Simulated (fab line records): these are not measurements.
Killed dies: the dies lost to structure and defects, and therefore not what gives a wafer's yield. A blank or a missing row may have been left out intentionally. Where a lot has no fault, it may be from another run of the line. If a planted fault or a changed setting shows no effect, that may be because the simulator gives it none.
fab line records	flow sky130
record lots=11	wafers=33	last_day=50
route steps=708 shown LI_CONTACT@385 LOCAL_INTERCONNECT@401 VIA1@481 PASSIVATION@681 PAD_OPEN@708
lots untouched by any fault: they come from a run of this same line in which no faults occurred
start_h: hours from the record's opening day to when the first of the lot's shown wafers began	wait_h: time in hours since the lot's previous step	" identical to the entry in the row above	L1.1+2: several wafers, shown together as one row	- no value present, or no start provided	* or withheld: withheld	< > ~ a bound
route shown NAME@n: a module of which the file shows steps, and the number in the route of the first	usual: average and standard deviation across the fault-free wafers	same: alike in all rows	chamber/n: place in a boat	sites: the reading at each site	_std_site: the values' standard deviation	_edge_site: mean of outer sites minus mean of inner sites	radius_mm: for every site, how far away it sits from the centre of the wafer	mask NAME#n: copy n	behind: tool/chamber where the wafer was last shaped	hold: the reason the lot was held/the length of the hold in hours/how it ended	device: names the non-switching transistor (n, p or np)	end of line: at the end of the route, the tests of the same wafers	step lacking rows: just its recipe	killed: dies lost to structure and defects at the first sort, not the wafer's yield	map: per-die view of a wafer (x killed, . not killed, _ where there is no die)
set.NAME: the setting that was run; set.NAME@STEP: the one run at that earlier step	model.NAME: the simulator's own value behind a step, which no gauge read
one table for each step of the route and one row for each wafer, over a sample of lots
services: a tool's chamber out of use, with start hour (start_h, from the record's first day; less than 0 if before it), hours out, and reason
## steps
# step SKY_LI_CONTACT_THK_MEAS_23
# recipe thk_meas_gauge=xrf	reads=W_of_LI_CONTACT_CVD_21
# usual LI_CONTACT_W_THK=401/5.4
lot.wafer	tool	chamber	start_h	wait_h	LI_CONTACT_W_THK[nm]
L774.2	film_metro-02	-	680.86	0.1	399
L774.5	"	-	"	"	396
L774.6	"	-	"	"	398
L773.1	film_metro-02	-	681.87	0.1	402
L773.3	"	-	"	"	410
L773.5	"	-	"	"	403
L775.4	film_metro-02	-	688.65	0.1	396
L775.5	"	-	"	"	397
L775.6	"	-	"	"	395
L778.1	film_metro-01	-	719.12	0.1	395
L778.2	"	-	"	"	395
L778.4	"	-	"	"	397
L777.1	film_metro-03	-	721.07	0.1	398
L777.3	"	-	"	"	400
L777.5	"	-	"	"	403
L779.3	film_metro-02	-	722.12	0.1	396
L779.4	"	-	"	"	397
L779.6	"	-	"	"	389
L781.1	film_metro-01	-	747.47	0.1	393
L781.3	"	-	"	"	389
L781.4	"	-	"	"	389
L782.1	film_metro-03	-	756.78	0.1	407
L782.5	"	-	"	"	401
L782.6	"	-	"	"	401
L784.2	film_metro-03	-	762.44	0.1	409
L784.3	"	-	"	"	410
L784.6	"	-	"	"	405
L785.1	film_metro-03	-	766.63	0.1	399
L785.3	"	-	"	"	398
L785.5	"	-	"	"	400
L794.2	film_metro-03	-	838.65	0.1	406
L794.3	"	-	"	"	401
L794.5	"	-	"	"	403
# step SKY_LOCAL_INTERCONNECT_METAL_ETCH_14
# recipe target_depth_nm=110	stop_on=PSG	chemistry=Cl2/BCl3	target=TiN	resist_sidewall_deg=88	pressure_mtorr=10	icp_w=900	bias_w=48.5	Cl2_flow_sccm=60	bcl3_flow_sccm=30	time_s=31.4
# usual bias_w=48.50/0.14	drypump_motor_current_A=5.4/0.38	oes_product_au=0.939/0.0079	throttle_valve_pct=21.902/0.0092
lot.wafer	tool	chamber	start_h	wait_h	bias_w	drypump_motor_current_A	oes_product_au	rf_hours_counter_h	throttle_valve_pct
L774.2	rie_metal-01	0	708.23	0.0	48.64	5.4	0.935	9	21.881
L774.5	"	0	"	"	48.73	5.4	0.934	-	21.905
L774.6	"	1	"	"	48.60	5.6	0.935	-	21.901
L773.1	rie_metal-03	1	709.53	0.0	48.29	5.9	0.955	6	21.907
L773.3	"	0	"	"	48.77	5.4	0.949	-	21.902
L773.5	"	1	"	"	48.41	5.9	0.952	-	21.894
L775.4	rie_metal-03	1	717.78	0.0	48.54	5.9	0.936	-	21.896
L775.5	"	0	"	"	48.36	5.3	0.936	-	21.904
L775.6	"	1	"	"	48.64	5.9	0.937	-	21.900
L778.1	rie_metal-03	0	747.18	0.0	48.68	5.3	0.945	15	21.905
L778.2	"	1	"	"	48.64	5.9	0.935	7	21.908
L778.4	"	1	"	"	48.45	5.9	0.945	-	21.909
L777.1	rie_metal-02	1	749.72	0.0	48.42	4.8	0.918	3	21.912
L777.3	"	0	"	"	48.55	5.2	0.928	-	21.917
L777.5	"	1	"	"	48.88	4.8	0.929	-	21.925
L779.3	rie_metal-03	0	750.62	0.0	48.65	5.3	0.940	-	21.905
L779.4	"	1	"	"	48.37	5.9	0.933	-	21.899
L779.6	"	0	"	"	48.33	5.3	0.929	-	21.904
L781.1	rie_metal-02	1	774.82	0.0	48.36	4.8	0.946	4	21.916
L781.3	"	1	"	"	48.48	4.8	0.939	-	21.899
L781.4	"	0	"	"	48.55	5.2	0.936	-	21.908
L782.1	rie_metal-01	0	784.62	0.0	48.43	5.4	0.945	11	21.903
L782.5	"	1	"	"	48.26	5.6	0.943	-	21.905
L782.6	"	0	"	"	48.54	5.4	0.949	-	21.911
L784.2	rie_metal-01	1	789.85	0.0	48.68	5.6	0.936	5	21.895
L784.3	"	1	"	"	48.68	5.6	0.933	-	21.903
L784.6	"	1	"	"	48.67	5.6	0.934	-	21.899
L785.1	rie_metal-03	1	793.55	0.1	48.42	5.9	0.947	9	21.883
L785.3	"	1	"	"	48.55	5.9	0.949	-	21.894
L785.5	"	1	"	"	48.48	5.9	0.938	-	21.890
L794.2	rie_metal-02	1	865.41	0.1	48.65	4.8	0.937	-	21.904
L794.3	"	1	"	"	48.71	4.8	0.940	-	21.894
L794.5	"	1	"	"	48.36	4.8	0.930	-	21.890
# step SKY_VIA1_THK_MEAS_23
# recipe thk_meas_gauge=xrf	reads=W_of_VIA1_CVD_21
# usual VIA1_W_THK=270/4.5
lot.wafer	tool	chamber	start_h	wait_h	VIA1_W_THK[nm]
L774.2	film_metro-01	-	795.90	0.1	268
L774.5	"	-	"	"	267
L774.6	"	-	"	"	269
L773.1	film_metro-02	-	797.51	0.1	269
L773.3	"	-	"	"	268
L773.5	"	-	"	"	265
L775.4	film_metro-02	-	804.13	0.1	266
L775.5	"	-	"	"	274
L775.6	"	-	"	"	266
L778.1	film_metro-03	-	832.17	0.1	273
L778.2	"	-	"	"	264
L778.4	"	-	"	"	269
L777.1	film_metro-01	-	835.21	0.1	271
L777.3	"	-	"	"	275
L777.5	"	-	"	"	273
L779.3	film_metro-03	-	837.28	0.1	268
L779.4	"	-	"	"	276
L779.6	"	-	"	"	266
L781.1	film_metro-01	-	859.47	0.1	279
L781.3	"	-	"	"	281
L781.4	"	-	"	"	273
L782.1	film_metro-03	-	869.67	0.1	266
L782.5	"	-	"	"	264
L782.6	"	-	"	"	267
L784.2	film_metro-02	-	874.85	0.1	265
L784.3	"	-	"	"	265
L784.6	"	-	"	"	264
L785.1	film_metro-03	-	877.27	0.1	268
L785.3	"	-	"	"	265
L785.5	"	-	"	"	267
L794.2	film_metro-02	-	946.01	0.1	276
L794.3	"	-	"	"	275
L794.5	"	-	"	"	272
# step SKY_PASSIVATION_CVD_00
# recipe material=SiO2	target_thk_nm=90	temp_c=400	time_s=withheld	rf_w=600
# usual heater_power_outer_w=389/58	heater_power_w=649/79
lot.wafer	tool	chamber	start_h	wait_h	heater_power_outer_w	heater_power_w
L774.2	pecvd-02	0	1031.63	0.0	349	601
L774.5	"	1	"	"	353	660
L774.6	"	2	"	"	403	540
L773.1	pecvd-02	1	1034.29	0.0	421	715
L773.3	"	2	"	"	381	544
L773.5	"	2	"	"	382	541
L775.4	pecvd-02	1	1040.94	0.0	448	773
L775.5	"	0	"	"	400	674
L775.6	"	2	"	"	404	548
L778.1	pecvd-02	1	1063.32	0.0	413	736
L778.2	"	0	"	"	367	611
L778.4	"	1	"	"	419	708
L777.1	pecvd-03	2	1066.17	0.0	402	716
L777.3	"	0	"	"	313	574
L777.5	"	0	"	"	315	572
L779.3	pecvd-03	0	1066.69	0.0	322	581
L779.4	"	2	"	"	518	853
L779.6	"	1	"	"	335	618
L781.1	pecvd-02	1	1085.43	0.0	341	626
L781.3	"	0	"	"	330	578
L781.4	"	2	"	"	407	593
L782.1	pecvd-03	1	1095.68	0.0	356	665
L782.5	"	2	"	"	486	811
L782.6	"	1	"	"	357	677
L784.2	pecvd-02	0	1096.32	0.0	398	683
L784.3	"	1	"	"	333	630
L784.6	"	1	"	"	337	644
L785.1	pecvd-03	1	1096.62	0.0	327	654
L785.3	"	0	"	"	286	536
L785.5	"	2	"	"	443	764
L794.2	pecvd-03	1	1154.19	0.0	291	591
L794.3	"	0	"	"	346	603
L794.5	"	1	"	"	295	584
# step SKY_PASSIVATION_THK_MEAS_01
# recipe reads=SiO2_of_PASSIVATION_CVD_00
# usual PASSIVATION_CVD_00_THK=90.3/1.2
lot.wafer	tool	chamber	start_h	wait_h	PASSIVATION_CVD_00_THK[nm]
L774.2	film_metro-02	-	1031.66	-	91.7
L774.5	"	-	"	"	91.4
L774.6	"	-	"	"	90.7
L773.1	film_metro-03	-	1034.31	-	90.1
L773.3	"	-	"	"	90.2
L773.5	"	-	"	"	91.7
L775.4	film_metro-02	-	1040.98	-	91.2
L775.5	"	-	"	"	93.0
L775.6	"	-	"	"	92.6
L778.1	film_metro-02	-	1063.34	-	90.9
L778.2	"	-	"	"	90.6
L778.4	"	-	"	"	90.5
L777.1	film_metro-03	-	1066.19	-	89.3
L777.3	"	-	"	"	90.5
L777.5	"	-	"	"	92.5
L779.3	film_metro-01	-	1066.73	-	89.1
L779.4	"	-	"	"	91.0
L779.6	"	-	"	"	91.4
L781.1	film_metro-01	-	1085.45	-	90.0
L781.3	"	-	"	"	89.3
L781.4	"	-	"	"	89.9
L782.1	film_metro-03	-	1095.70	-	90.7
L782.5	"	-	"	"	90.6
L782.6	"	-	"	"	91.1
L784.2	film_metro-01	-	1096.35	-	72.9
L784.3	"	-	"	"	89.7
L784.6	"	-	"	"	92.0
L785.1	film_metro-01	-	1096.64	-	90.7
L785.3	"	-	"	"	89.9
L785.5	"	-	"	"	92.1
L794.2	film_metro-02	-	1154.22	-	89.1
L794.3	"	-	"	"	89.4
L794.5	"	-	"	"	90.0
# step SKY_PAD_OPEN_PROBE_99
# usual defect_limited_yield=82.5/1.9	killed_at_M0_to_M3=43/7.2	killed_at_M4_up=3.3/2	killed_at_contacts=25/5.8	killed_at_front_end=15/4.5	killed_at_other=0.3/0.62	killed_dies=86/9.4	killed_open=47/7.1	killed_short=39/6	sort_bin_3_pad_short=0.9/0.4	sort_bin_5_function=10.4/1.4	sort_bin_6_memory=6.2/1.1	sort_bin_8_speed=0.7/1.4	sort_n_pass=402/11	sort_yield_pct=81.7/2.2
# same gross_dies=492	killed_at_back_side=0	sort_bin_4_leakage[%]=0
lot.wafer	tool	chamber	start_h	wait_h	defect_limited_yield[%]	killed_at_M0_to_M3	killed_at_M4_up	killed_at_contacts	killed_at_front_end	killed_at_other	killed_dies	killed_open	killed_short	sort_bin_3_pad_short[%]	sort_bin_5_function[%]	sort_bin_6_memory[%]	sort_bin_8_speed[%]	sort_n_pass	sort_yield_pct[%]
L784.2	prober-02	-	1139.44	0.1	80.7	40	7	32	15	1	95	51	43	1.0	9.1	9.1	0	397	80.7
# killed by level:class
L784.2 CONTACT:geometric_particle:open=13 VIA1:geometric_particle:open=10 VIA3:geometric_particle:open=8 LI_CONTACT:geometric_particle:open=6 METAL1:geometric_particle:short=6 FIELD_ISO:geometric_particle:open=5 CONTACT:geometric_particle:short=5 METAL2:geometric_particle:short=5
## services
tool	chamber	start_h	hours	kind
pecvd-02	-	687.89	6.0	pm
pecvd-02	2	714.62	13.2	repair
pecvd-03	1	730.70	6.8	repair
pecvd-02	-	739.87	5.5	pm
pecvd-02	1	754.81	5.5	scheduled_down
pecvd-03	-	756.78	3.6	repair
pecvd-02	0	768.63	5.5	scheduled_down
pecvd-03	1	770.32	11.6	repair
pecvd-03	-	784.78	12.0	repair
rie_metal-03	0	791.79	11.3	repair
pecvd-02	0	793.92	2.1	scheduled_down
rie_metal-03	-	803.15	0.6	repair
pecvd-02	-	853.79	2.8	pm
rie_metal-01	-	907.06	2.8	pm
rie_metal-03	0	921.33	12.8	repair
rie_metal-02	1	921.34	1.1	repair
rie_metal-03	0	955.49	9.2	repair
rie_metal-02	0	1008.87	22.0	repair
pecvd-02	-	1014.79	2.6	repair
pecvd-03	-	1016.04	2.1	repair
pecvd-03	-	1079.33	2.8	pm
rie_metal-01	-	1087.04	14.6	pm
rie_metal-03	-	1142.21	2.8	pm
rie_metal-02	-	1142.69	1.4	pm
## key
first_sign step=SKY_PASSIVATION_THK_MEAS_01	reading=PASSIVATION_CVD_00_THK	direction=down	sigmas=15	usual=90.3	struck=72.9
effect none on later readings
met_at SKY_PASSIVATION_CVD_00
struck_lots L784
struck_wafers L784.2
not_acting_at SKY_LI_CONTACT_THK_MEAS_23,SKY_LOCAL_INTERCONNECT_METAL_ETCH_14,SKY_VIA1_THK_MEAS_23
onset_between 1085.43 1096.32
fault kind=site_profile_drift	tool=pecvd-02	chamber=0	onset_h=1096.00	steps=SKY_PASSIVATION_CVD_00	basis=fraction	max_abs_drift=0.44368	slope_share_per_hr=98.596	site_pattern=0,0,0,0,0,-1,-1,-1,-1
